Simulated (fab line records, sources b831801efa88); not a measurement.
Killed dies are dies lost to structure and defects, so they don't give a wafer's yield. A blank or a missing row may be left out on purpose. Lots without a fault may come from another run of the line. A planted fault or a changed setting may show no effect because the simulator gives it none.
One fault seen from 2 desks | flow sky130 | each desk has only its own numbers; what lay behind them comes last

THE METROLOGY DESK
What the gauges read, lot by lot, whatever tool the lot ran on: means of the sampled wafers that have a number. A lot is out of limits, marked OUT, if its mean lies more than 4 standard deviations from the usual mean; the brackets give that distance.
Columns: A = VT_ADJUST_HVTR_TW at SKY_VT_ADJUST_HVTR_TW_MEAS_11, usual 208.5; B = cd_nm at SKY_SONOS_TUNNEL_CD_MEAS_07, usual 409.7 nm; C = SONOS_TUNNEL_OVL at SKY_SONOS_TUNNEL_OVL_MEAS_08, usual -0.4 nm
lot  | first seen here | A     | B     | C
L734 | day 9 03:59     | 210.8 | 412.1 | -0.7
L735 | day 9 13:59     | 206.5 | 409.4 | -0.1
L737 | day 10 07:49    | 208.6 | 410.0 | 0.2
L738 | day 10 15:01    | 207.3 | 413.2 | 1.5
L740 | day 11 13:01    | 210.6 | 410.8 | 1.0
L742 | day 11 20:17    | 210.7 | 410.7 | 1.1
L744 | day 13 01:23    | 207.5 | 411.7 | -1.0
L745 | day 13 02:32    | 207.2 | 413.1 | -0.6
L748 | day 13 19:09    | 207.1 | 407.5 | -0.2
L749 | day 14 01:14    | 205.9 | 415.8 | 0.2
L751 | day 14 22:37    | 209.1 | 414.0 | -1.2
L752 | day 15 06:26    | 210.3 | 407.8 | 0.2
This desk's finding: nothing out of limits on any of the 12 lots.

THE TOOL OWNER'S DESK: litho_track-04
The tool's own readings at SKY_SONOS_TUNNEL_DEVELOP_06 (develop time 60 s): means of the sampled wafers that have a number, for each lot that ran on this tool. A lot is out of limits, marked OUT, if its mean lies more than 4 standard deviations from the usual mean; the brackets give that distance.
Columns: A = chill_plate_temp_C at SKY_SONOS_TUNNEL_DEVELOP_06, usual 22.99 C; B = developer_temp_C at SKY_SONOS_TUNNEL_DEVELOP_06, usual 23.00 C; C = resist_line_temp_C at SKY_SONOS_TUNNEL_DEVELOP_06, usual 22.99 C
lot  | first seen here | A     | B               | C
L740 | day 13 13:50    | 23.08 | 23.00           | 22.94
L742 | day 13 23:05    | 22.88 | 23.09           | 23.01
L745 | day 15 09:26    | 22.95 | 22.97           | 22.92
L748 | day 16 02:34    | 22.94 | 22.91           | 22.87
L749 | day 16 09:14    | 23.06 | 20.75 (-23) OUT | 23.03
L751 | day 17 06:53    | 23.06 | 20.58 (-24) OUT | 23.02
This desk's finding: out of limits on L749, L751; first on L749, day 16 09:14 (developer_temp_C at SKY_SONOS_TUNNEL_DEVELOP_06). In limits: L740, L742, L745, L748.

PUT TOGETHER
The tool owner's desk could have raised an alarm at day 16 09:14, on L749, L751.
The metrology desk saw nothing out of limits.
The metrology desk has L749, L751 on record, within its limits.
Of the lots named, all ran SKY_SONOS_TUNNEL_DEVELOP_06 on litho_track-04.

WHAT THE SIMULATOR HAD PUT IN
Process parameter drift: litho_track-04, from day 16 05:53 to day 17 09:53, at SKY_SONOS_TUNNEL_DEVELOP_06. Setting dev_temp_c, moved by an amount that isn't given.
Lots struck among those shown: L749, L751.
Hours from the fault's start to each desk's first reading out of limits: the tool owner's desk, 3.
